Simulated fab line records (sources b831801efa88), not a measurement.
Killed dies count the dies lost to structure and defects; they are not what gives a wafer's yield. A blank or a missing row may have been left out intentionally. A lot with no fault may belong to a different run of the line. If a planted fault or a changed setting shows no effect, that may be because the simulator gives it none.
Chamber matching -- flow sky130 -- SKY_FIELD_ISO_CMP_27 on cmp-02: 4 sister chambers
The step polishes, stops on Si3N4, t overpolish 16 s, target thk 457.8 nm. 8 wafers are shown with their chamber, then 7 later ones without.

== WAFERS PAIRED WITH THEIR CHAMBERS ==
wafer,chamber,motor current A (A),time to endpoint s (s)
L831.6,2,12.5,116
L833.3,3,14.3,111
L833.6,0,10.9,109
L834.2,0,11.4,110
L834.3,1,10.4,115
L834.4,2,12.2,115
L835.2,1,10.5,110
L835.3,3,13.3,110

== WAFERS MISSING THEIR CHAMBER ==
wafer,motor current A (A),time to endpoint s (s)
L835.6,12.7,115
L837.1,13.5,110
L837.2,10.6,108
L837.3,11.5,104
L838.2,12.2,114
L838.4,10.3,111
L838.5,10.2,112

== EACH ONE'S CHAMBER ==
wafer,from the rows above,in truth
L835.6,2,2
L837.1,3,3
L837.2,can't be placed: 0 or 1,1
L837.3,0,0
L838.2,2,2
L838.4,can't be placed: 1 or 0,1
L838.5,1,1
5 of 7 placed correctly. From these rows, 2 cannot be placed; in 2 the true chamber is one of the candidates. Number placed wrongly: 0.
How it was worked out, from the rows above alone: a wafer's distance from a chamber is the root of the sum, over the readings, of the square of ((its reading less the chamber's mean) divided by the reading's scatter). The wafer belongs to the nearest chamber; if the next one is less than 2 further off, it can't be placed. The mean given for a chamber averages the wafers shown for that chamber. The scatter is the square root of a quotient: the sum, over the shown wafers, of each reading's squared deviation from its chamber's mean, divided by wafers minus chambers.
